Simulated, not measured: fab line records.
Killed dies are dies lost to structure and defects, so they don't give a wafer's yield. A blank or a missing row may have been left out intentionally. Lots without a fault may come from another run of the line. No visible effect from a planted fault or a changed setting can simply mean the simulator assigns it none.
fab line records    flow sky130
record lots=6  wafers=18  last_day=50
route steps=708 shown METAL4@622 PAD_OPEN@708
lots that met no fault: taken from a fault-free run of the same line
start_h: the number of hours between the record's first day and the start of the first shown wafer of the lot    wait_h: hours since the lot's step before    " same as the row above    L1.1+2: several wafers, shown together as one row    - either no value or no given start    * or withheld: withheld    < > ~ a bound
route shown NAME@n: names a module that has steps shown in the file, with the first one's number in the route    usual: the fault-free wafers' mean and standard deviation    same: alike in all rows    chamber/n: place in a boat    sites: readings site by site    _std_site: the values' standard deviation    _edge_site: the outer-site mean with the inner-site mean subtracted    radius_mm: how far each site lies from the wafer's centre    mask NAME#n: copy n    behind: tool/chamber where the wafer was last shaped    hold: reason for holding the lot/hours on hold/outcome of the hold    device: transistor that didn't switch, given as n, p or np    end of line: at the end of the route, the tests of the same wafers    a step given without rows: its recipe and nothing more    killed: the dies lost at the first sort to structure and to defects; this is not the yield of the wafer    map: per-die view of a wafer (x killed, . not killed, _ where there is no die)
set.NAME: setting as actually run; set.NAME@STEP: the setting as run at that earlier step    model.NAME: the simulator's own value behind a step, which no gauge read
lots at selected steps of the route; one table per step, one row per wafer
services: the hour from which a tool's chamber was out of use, counted from the record's first day as start_h (under 0 if before that day), plus the number of hours and why
## steps
# step SKY_METAL4_HMDS_06
# recipe prime_time_s=60  prime_temp_c=120
# step SKY_METAL4_COAT_07
# recipe resist=BARC  temp_c=withheld  time_s=withheld  spin_rpm=3000  resist_thk_nm=60
# step SKY_METAL4_COAT_08
# recipe resist=KrF-thick  spin_rpm=3000  resist_thk_nm=1140
# step SKY_METAL4_SOFTBAKE_09
# recipe temp_c=100  time_s=90  resist=KrF-thick
# step SKY_METAL4_EXPOSE_10
# recipe mask_id=MM4  na=0.68  source_shape=annular  sigma_inner=0.4  sigma_outer=0.8  target_cd_nm=300  dose_mj=28
# step SKY_METAL4_PEB_11
# recipe peb_temp_c=withheld  peb_time_s=withheld  resist=KrF-thick
# step SKY_METAL4_DEVELOP_12
# recipe develop_time_s=60  resist=KrF-thick  dev_temp_c=20.28
# step SKY_METAL4_CD_MEAS_13
# recipe target_cd_nm=300
# usual cd_nm=300.1/1.2
lot.wafer  tool       chamber  start_h  wait_h  cd_nm
L551.2     cd_sem-02  -        1033.07  -       300.3
L551.3     "          -        "        "       301.5
L551.5     "          -        "        "       300.4
L553.2     cd_sem-02  -        1040.16  -       300.1
L553.3     "          -        "        "       300.5
L553.5     "          -        "        "       300.4
L555.1     cd_sem-02  -        1046.14  -       300.8
L555.3     "          -        "        "       301.2
L555.4     "          -        "        "       300.8
L554.1     cd_sem-01  -        1047.76  -       301.4
L554.4     "          -        "        "       300.4
L554.6     "          -        "        "       299.7
L567.2     cd_sem-02  -        1108.01  -       300.7
L567.4     "          -        "        "       300.1
L567.6     "          -        "        "       300.1
L568.1     cd_sem-02  -        1120.61  -       297.9
L568.2     "          -        "        "       301.6
L568.6     "          -        "        "       299.0
# step SKY_METAL4_OVL_MEAS_14
# usual METAL4_OVL=0/5.3
lot.wafer  tool        chamber  start_h  wait_h  METAL4_OVL[nm]
L551.2     overlay-01  -        1033.17  0.1     0
L551.3     "           -        "        "       -1
L551.5     "           -        "        "       -1
L553.2     overlay-02  -        1040.26  0.1     -6
L553.3     "           -        "        "       0
L553.5     "           -        "        "       -3
L555.1     overlay-02  -        1046.26  0.1     6
L555.3     "           -        "        "       0
L555.4     "           -        "        "       11
L554.1     overlay-01  -        1047.88  0.1     1
L554.4     "           -        "        "       -3
L554.6     "           -        "        "       -2
L567.2     overlay-01  -        1108.11  0.1     -7
L567.4     "           -        "        "       -1
L567.6     "           -        "        "       -4
L568.1     overlay-02  -        1120.73  0.1     -2
L568.2     "           -        "        "       -5
L568.6     "           -        "        "       -6
# step SKY_METAL4_DESCUM_15
# recipe chemistry=O2  source_power_w=150  bias_power_w=0  pressure_mtorr=10  temp_c=40  time_s=8
# usual drypump_motor_current_A=5.8/0.58  oes_product_au=1.003/0.011
lot.wafer  tool          chamber  start_h  wait_h  drypump_motor_current_A  oes_product_au  rf_hours_counter_h
L551.2     rie_metal-04  0        1033.21  0.0     5.0                      1.015           -
L551.3     "             0        "        "       5.0                      1.020           -
L551.5     "             0        "        "       5.0                      1.015           -
L553.2     rie_metal-01  0        1040.29  0.0     4.9                      1.003           21
L553.3     "             0        "        "       4.9                      1.001           -
L553.5     "             0        "        "       4.9                      1.004           -
L555.1     rie_metal-01  0        1046.29  0.0     4.9                      1.000           21
L555.3     "             0        "        "       4.9                      0.995           -
L555.4     "             1        "        "       5.8                      1.002           -
L554.1     rie_metal-04  1        1047.92  0.0     6.2                      1.028           5
L554.4     "             1        "        "       6.2                      1.012           -
L554.6     "             0        "        "       5.1                      1.017           -
L567.2     rie_metal-03  0        1108.14  0.0     6.5                      1.019           16
L567.4     "             1        "        "       6.0                      0.992           -
L567.6     "             1        "        "       6.0                      0.997           -
L568.1     rie_metal-01  1        1120.76  0.0     5.8                      1.005           15
L568.2     "             0        "        "       4.9                      1.004           27
L568.6     "             0        "        "       4.9                      1.007           -
# step SKY_METAL4_ETCH_16
# recipe chemistry=N2/H2  target=BARC  ion_energy_ev=200  bias_w=100  pressure_mtorr=30  n2_flow_sccm=100  h2_flow_sccm=200  icp_w=500  stop_on=SiO2  time_s=88.2  target_depth_a=600
# usual bias_w=100.04/0.28  chamber_pressure_mTorr=29.999/0.025  drypump_motor_current_A=5.8/0.58  oes_product_au=0.626/0.0048  throttle_valve_pct=13.205/0.0094
lot.wafer  tool          chamber  start_h  wait_h  bias_w  chamber_pressure_mTorr  drypump_motor_current_A  oes_product_au  rf_hours_counter_h  throttle_valve_pct
L551.2     rie_metal-04  0        1033.30  0.1     100.10  30.012                  5.1                      0.622           -                   13.191
L551.3     "             0        "        "       100.12  30.036                  5.0                      0.615           -                   13.197
L551.5     "             0        "        "       100.07  29.998                  5.1                      0.624           -                   13.190
L553.2     rie_metal-01  0        1040.32  0.0     99.85   29.985                  4.9                      0.622           21                  13.205
L553.3     "             0        "        "       99.92   29.970                  4.9                      0.621           -                   13.208
L553.5     "             0        "        "       99.78   30.029                  4.9                      0.623           -                   13.223
L555.1     rie_metal-01  0        1046.32  0.0     100.39  29.998                  4.9                      0.627           21                  13.215
L555.3     "             0        "        "       99.94   29.974                  4.9                      0.617           -                   13.196
L555.4     "             1        "        "       99.33   30.003                  5.8                      0.629           -                   13.216
L554.1     rie_metal-04  1        1047.96  0.0     100.24  29.965                  6.2                      0.618           5                   13.192
L554.4     "             1        "        "       99.84   30.015                  6.2                      0.622           -                   13.219
L554.6     "             0        "        "       99.82   29.975                  5.0                      0.625           -                   13.210
L567.2     rie_metal-03  0        1108.17  0.0     100.11  29.973                  6.5                      0.626           16                  13.218
L567.4     "             1        "        "       100.34  29.981                  6.0                      0.616           -                   13.207
L567.6     "             1        "        "       100.17  30.024                  6.0                      0.628           -                   13.198
L568.1     rie_metal-01  1        1120.80  0.0     100.00  30.010                  5.8                      0.624           15                  13.205
L568.2     "             0        "        "       100.19  30.002                  4.9                      0.623           27                  13.196
L568.6     "             0        "        "       99.92   30.030                  4.9                      0.625           -                   13.189
# step SKY_METAL4_ETCH_17
# recipe target=SiO2  stop_on=TiN  chemistry=C4F8/O2/Ar  source_w=1500  bias_w=1200  pressure_mtorr=40  c4f8_flow_sccm=withheld  O2_flow_sccm=6  Ar_flow_sccm=300  time_s=3.9  target_depth_a=150
# usual bias_w=1200/3.2  chamber_pressure_mTorr=40.00/0.043  oes_product_au=0.756/0.0069
lot.wafer  tool         chamber  start_h  wait_h  bias_w  chamber_pressure_mTorr  oes_product_au  rf_hours_counter_h
L551.2     rie_diel-01  3        1033.46  0.1     1197    39.96                   0.741           22
L551.3     "            0        "        "       1196    40.08                   0.755           12
L551.5     "            3        "        "       1204    40.03                   0.758           -
L553.2     rie_diel-02  2        1040.42  0.1     1200    40.00                   0.766           7
L553.3     "            0        "        "       1201    39.96                   0.756           14
L553.5     "            3        "        "       1203    40.07                   0.755           -
L555.1     rie_diel-02  2        1046.42  0.1     1204    40.05                   0.762           7
L555.3     "            3        "        "       1205    39.99                   0.765           8
L555.4     "            0        "        "       1193    39.92                   0.766           -
L554.1     rie_diel-01  2        1048.09  0.1     1195    40.07                   0.752           5
L554.4     "            0        "        "       1202    40.02                   0.746           13
L554.6     "            2        "        "       1198    39.98                   0.755           -
L567.2     rie_diel-03  2        1108.27  0.1     1195    39.99                   0.744           25
L567.4     "            1        "        "       1200    40.02                   0.762           25
L567.6     "            3        "        "       1195    40.00                   0.756           -
L568.1     rie_diel-03  2        1120.89  0.1     1200    40.01                   0.751           26
L568.2     "            0        "        "       1201    39.97                   0.766           21
L568.6     "            1        "        "       1201    40.04                   0.755           -
# step SKY_METAL4_METAL_ETCH_18
# recipe target_depth_a=8450  stop_on=SiO2  over_etch_frac=0.3  time_s=183.1  chemistry=Cl2/BCl3  resist_sidewall_deg=88  pressure_mtorr=10  icp_w=900  bias_w=48.5  Cl2_flow_sccm=60  bcl3_flow_sccm=30
# usual bcl3_flow_sccm=30.01/0.086  bias_w=48.53/0.14  drypump_motor_current_A=5.7/0.59  oes_product_au=0.865/0.0063  throttle_valve_pct=22.264/0.0084
lot.wafer  tool          chamber  start_h  wait_h  bcl3_flow_sccm  bias_w  drypump_motor_current_A  oes_product_au  rf_hours_counter_h  throttle_valve_pct  model.KrF-thick_of_METAL4_COAT_08.thk_nm  model.SiO2_of_VIA3_HDPCVD_00.thk_nm  model.METAL4.cd_nm
L551.2     rie_metal-01  0        1033.48  0.0     30.13           48.50   4.9                      0.858           20                  22.272              524                                       434.5                                304.1
L551.3     "             1        "        "       29.98           48.56   5.8                      0.865           -                   22.263              530.6                                     435.6                                302.4
L551.5     "             1        "        "       30.01           48.55   5.8                      0.855           -                   22.271              524.4                                     435.1                                299.2
L553.2     rie_metal-03  0        1040.50  0.1     29.99           48.57   6.5                      0.862           -                   22.261              516.9                                     432.4                                303
L553.3     "             0        "        "       29.98           48.43   6.5                      0.866           -                   22.268              513.6                                     433.6                                305.9
L553.5     "             0        "        "       29.79           48.70   6.5                      0.876           -                   22.264              522                                       432.7                                298.6
L555.1     rie_metal-03  1        1046.44  0.0     -               -       -                        -               -                   -                   1073                                      461                                  302.1
L555.3     "             1        "        "       -               -       -                        -               -                   -                   1074                                      458.6                                301.7
L555.4     "             0        "        "       -               -       -                        -               -                   -                   1074                                      457.7                                300.3
L554.1     rie_metal-03  1        1048.11  0.0     -               -       -                        -               -                   -                   1075                                      458                                  299.7
L554.4     "             1        "        "       -               -       -                        -               -                   -                   1071                                      459.6                                299.1
L554.6     "             1        "        "       -               -       -                        -               -                   -                   1072                                      458.4                                299.9
L567.2     rie_metal-01  1        1108.29  0.0     30.14           48.54   5.8                      0.869           15                  22.257              523.5                                     436.2                                304.3
L567.4     "             1        "        "       30.01           48.61   5.8                      0.873           -                   22.260              514.4                                     433.8                                297.3
L567.6     "             1        "        "       30.10           48.66   5.8                      0.870           -                   22.268              523.1                                     434.4                                302
L568.1     rie_metal-04  1        1120.91  0.0     29.94           48.58   6.2                      0.867           10                  22.256              515.2                                     433.8                                294
L568.2     "             0        "        "       30.03           48.39   5.1                      0.869           27                  22.266              513.8                                     436.5                                304.6
L568.6     "             0        "        "       30.11           48.41   5.0                      0.872           -                   22.243              513                                       433.2                                303.7
# step SKY_METAL4_STRIP_19
# recipe chemistry=O2/N2  power_w=1400  pressure_mtorr=1500  platen_temp_c=withheld  o2_flow_sccm=3000  n2_flow_sccm=300  overash_fraction=0.5
# usual drypump_motor_current_A=5.6/0.51  oes_product_au=0.499/0.0054  strip_time_to_endpoint_s=6.47/0.079
lot.wafer  tool             chamber  start_h  wait_h  drypump_motor_current_A  oes_product_au  rf_hours_counter_h  strip_time_to_endpoint_s
L551.2     plasma_asher-01  1        1033.66  0.1     5.5                      0.492           28                  6.49
L551.3     "                0        "        "       5.3                      0.509           -                   6.57
L551.5     "                1        "        "       5.5                      0.492           -                   6.51
L553.2     plasma_asher-01  0        1040.80  0.2     5.3                      0.501           29                  6.42
L553.3     "                1        "        "       5.4                      0.496           -                   6.42
L553.5     "                1        "        "       5.5                      0.497           -                   6.47
L555.1     plasma_asher-03  1        1046.62  0.1     6.2                      0.711           63                  11.80
L555.3     "                1        "        "       6.2                      0.714           -                   11.83
L555.4     "                0        "        "       5.8                      0.715           -                   11.85
L554.1     plasma_asher-02  1        1048.29  0.1     4.8                      0.713           120                 11.85
L554.4     "                1        "        "       4.8                      0.702           -                   11.83
L554.6     "                0        "        "       6.1                      0.713           -                   11.81
L567.2     plasma_asher-02  0        1108.53  0.2     6.1                      0.507           4                   6.49
L567.4     "                1        "        "       4.8                      0.497           -                   6.41
L567.6     "                1        "        "       4.8                      0.499           -                   6.50
L568.1     plasma_asher-03  1        1121.09  0.1     6.2                      0.491           70                  6.42
L568.2     "                0        "        "       5.8                      0.498           70                  6.40
L568.6     "                1        "        "       6.2                      0.492           -                   6.40
# step SKY_METAL4_STRIP_20
# recipe chemistry=post_etch_residue_remover  time_s=1200  temp_c=72.5
# step SKY_PAD_OPEN_PROBE_99
# usual defect_limited_yield=82.5/1.9  killed_at_M0_to_M3=42/6.4  killed_at_M4_up=2.9/1.7  killed_at_contacts=25/5.2  killed_at_front_end=16/4.4  killed_at_other=0.4/0.65  killed_dies=86/9.2  killed_on_rim=17/3.9  killed_open=47/6.6  killed_short=39/5.8  sort_bin_3_pad_short=0.9/0.42  sort_bin_5_function=10.4/1.5  sort_bin_6_memory=6.3/1  sort_n_pass=406/9.2  sort_yield_pct=82.5/1.9
# same gross_dies=492  killed_at_back_side=0  sort_bin_4_leakage[%]=0  sort_bin_8_speed[%]=0
lot.wafer  tool       chamber  start_h  wait_h  defect_limited_yield[%]  killed_at_M0_to_M3  killed_at_M4_up  killed_at_contacts  killed_at_front_end  killed_at_other  killed_dies  killed_on_rim  killed_open  killed_short  sort_bin_3_pad_short[%]  sort_bin_5_function[%]  sort_bin_6_memory[%]  sort_n_pass  sort_yield_pct[%]
L555.1     prober-02  -        1136.96  0.1     0                        35                  405              31                  21                   0                492          96             57           30            0.6                      92.7                    6.7                   0            0
L555.3     prober-02  -        1137.06  0.2     0                        41                  400              29                  22                   0                492          96             49           45            1.0                      92.1                    6.9                   0            0
L555.4     prober-02  -        1137.11  0.2     0                        31                  417              25                  18                   1                492          96             36           38            0.8                      93.9                    5.3                   0            0
L554.1     prober-01  -        1140.94  0.1     0                        37                  420              22                  12                   1                492          96             43           30            1.2                      92.1                    6.7                   0            0
L554.4     prober-01  -        1141.09  0.2     0                        45                  402              29                  16                   0                492          96             52           40            0.8                      92.5                    6.7                   0            0
L554.6     prober-01  -        1141.19  0.2     0                        49                  416              19                  8                    0                492          96             34           44            0.8                      94.3                    4.9                   0            0
# killed by level:class
L555.1 METAL4:area_etch=404 CONTACT:geometric_particle:open=15 VIA1:geometric_particle:open=9 VIA3:geometric_particle:open=8 CONTACT:geometric_particle:short=7 POLY_GATE:geometric_particle:open=5 LI_CONTACT:geometric_particle:open=5 VIA2:geometric_particle:open=5
L555.3 METAL4:area_etch=397 CONTACT:geometric_particle:open=13 VIA3:geometric_particle:open=8 LI_CONTACT:geometric_particle:open=6 LOCAL_INTERCONNECT:geometric_particle:short=6 METAL2:geometric_particle:short=6 FIELD_ISO:geometric_particle:open=5 POLY_GATE:geometric_particle:short=5
L555.4 METAL4:area_etch=416 VIA1:geometric_particle:open=8 VIA2:geometric_particle:open=7 CONTACT:geometric_particle:open=7 CONTACT:geometric_particle:short=6 FIELD_ISO:geometric_particle:short=5 LI_CONTACT:geometric_particle:short=5 LOCAL_INTERCONNECT:geometric_particle:short=5
L554.1 METAL4:area_etch=419 VIA1:geometric_particle:open=9 CONTACT:geometric_particle:open=8 VIA3:geometric_particle:open=7 LI_CONTACT:geometric_particle:open=6 POLY_GATE:geometric_particle:open=5 CONTACT:geometric_particle:short=5 VIA3:geometric_particle:short=5
L554.4 METAL4:area_etch=400 VIA1:geometric_particle:open=14 VIA2:geometric_particle:open=8 LI_CONTACT:geometric_particle:open=8 LOCAL_INTERCONNECT:geometric_particle:short=7 POLY_GATE:geometric_particle:open=6 CONTACT:geometric_particle:short=5 CONTACT:geometric_particle:open=5
L554.6 METAL4:area_etch=414 VIA2:geometric_particle:short=11 VIA1:geometric_particle:open=10 METAL3:geometric_particle:short=7 CONTACT:geometric_particle:open=6 METAL2:geometric_particle:short=6 LI_CONTACT:geometric_particle:open=5 LOCAL_INTERCONNECT:geometric_particle:short=5
# map L554.1 (x killed, . not)
__________xxxxxxxxxx_________
________xxxxxxxxxxxxxx_______
______xxxxxxxxxxxxxxxxxx_____
_____xxxxxxxxxxxxxxxxxxxx____
____xxxxxxxxxxxxxxxxxxxxxx___
___xxxxxxxxxxxxxxxxxxxxxxxx__
__xxxxxxxxxxxxxxxxxxxxxxxxxx_
_xxxxxxxxxxxxxxxxxxxxxxxxxxxx
_xxxxxxxxxxxxxxxxxxxxxxxxxxxx
_xxxxxxxxxxxxxxxxxxxxxxxxxxxx
_xxxxxxxxxxxxxxxxxxxxxxxxxxxx
_xxxxxxxxxxxxxxxxxxxxxxxxxxxx
_xxxxxxxxxxxxxxxxxxxxxxxxxxxx
_xxxxxxxxxxxxxxxxxxxxxxxxxxxx
_xxxxxxxxxxxxxxxxxxxxxxxxxxxx
__xxxxxxxxxxxxxxxxxxxxxxxxxx_
___xxxxxxxxxxxxxxxxxxxxxxxx__
____xxxxxxxxxxxxxxxxxxxxxx___
_____xxxxxxxxxxxxxxxxxxxx____
______xxxxxxxxxxxxxxxxxx_____
________xxxxxxxxxxxxxx_______
__________xxxxxxxxxx_________
# map L555.1 (x killed, . not)
__________xxxxxxxxxx_________
________xxxxxxxxxxxxxx_______
______xxxxxxxxxxxxxxxxxx_____
_____xxxxxxxxxxxxxxxxxxxx____
____xxxxxxxxxxxxxxxxxxxxxx___
___xxxxxxxxxxxxxxxxxxxxxxxx__
__xxxxxxxxxxxxxxxxxxxxxxxxxx_
_xxxxxxxxxxxxxxxxxxxxxxxxxxxx
_xxxxxxxxxxxxxxxxxxxxxxxxxxxx
_xxxxxxxxxxxxxxxxxxxxxxxxxxxx
_xxxxxxxxxxxxxxxxxxxxxxxxxxxx
_xxxxxxxxxxxxxxxxxxxxxxxxxxxx
_xxxxxxxxxxxxxxxxxxxxxxxxxxxx
_xxxxxxxxxxxxxxxxxxxxxxxxxxxx
_xxxxxxxxxxxxxxxxxxxxxxxxxxxx
__xxxxxxxxxxxxxxxxxxxxxxxxxx_
___xxxxxxxxxxxxxxxxxxxxxxxx__
____xxxxxxxxxxxxxxxxxxxxxx___
_____xxxxxxxxxxxxxxxxxxxx____
______xxxxxxxxxxxxxxxxxx_____
________xxxxxxxxxxxxxx_______
__________xxxxxxxxxx_________
## services
tool             chamber  start_h  hours  kind
rie_metal-04     1        1017.03  24.3   repair
rie_metal-03     0        1019.29  14.3   repair
rie_diel-02      1        1028.34  -      clean
rie_diel-02      1        1028.34  22.8   scheduled_down
rie_diel-02      1        1028.34  22.8   vent_cycle
rie_diel-03      1        1036.27  8.8    repair
rie_metal-03     1        1039.80  2.1    repair
rie_diel-01      2        1049.67  2.8    repair
plasma_asher-02  -        1055.25  9.0    pm
plasma_asher-02  0        1055.25  9.0    vent_cycle
plasma_asher-02  1        1055.25  9.0    vent_cycle
rie_diel-02      3        1058.63  6.6    repair
plasma_asher-02  0        1064.25  -      clean
plasma_asher-02  1        1064.25  -      clean
plasma_asher-03  -        1067.99  3.6    repair
rie_metal-03     0        1079.82  9.5    repair
rie_diel-01      1        1088.24  22.8   repair
rie_diel-03      1        1109.09  2.9    repair
rie_diel-01      3        1110.90  67.5   repair
rie_diel-02      -        1118.30  15.6   pm
## key
first_sign step=SKY_METAL4_METAL_ETCH_18  reading=tool_record  direction=missing
effect step=SKY_METAL4_STRIP_19  reading=strip_time_to_endpoint_s  direction=up  sigmas=68  usual=*  struck=*
effect step=SKY_PAD_OPEN_PROBE_99  reading=killed_at_M4_up  direction=up  sigmas=99+  usual=2.9  struck=410
model_effect step=SKY_METAL4_METAL_ETCH_18  value=KrF-thick_of_METAL4_COAT_08.thk_nm  without=528.8  struck=1073
more_kills_born_at SKY_METAL4_METAL_ETCH_18@rie_metal-03=2450
met_at SKY_METAL4_METAL_ETCH_18
struck_wafers L554.1,L554.4,L554.6,L555.1,L555.3,L555.4
later_rows_left_out L554.1,L554.4,L554.6,L555.1,L555.3,L555.4
onset_between 1040.50 1046.44
fault kind=skipped_step_whole  tool=rie_metal-03  chamber=-  onset_h=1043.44  steps=SKY_METAL4_METAL_ETCH_18  scope=struck_lots_only
# later_rows_left_out: the simulator's readings of these wafers behind a module that went badly wrong aren't trusted and aren't shown, but for the sort
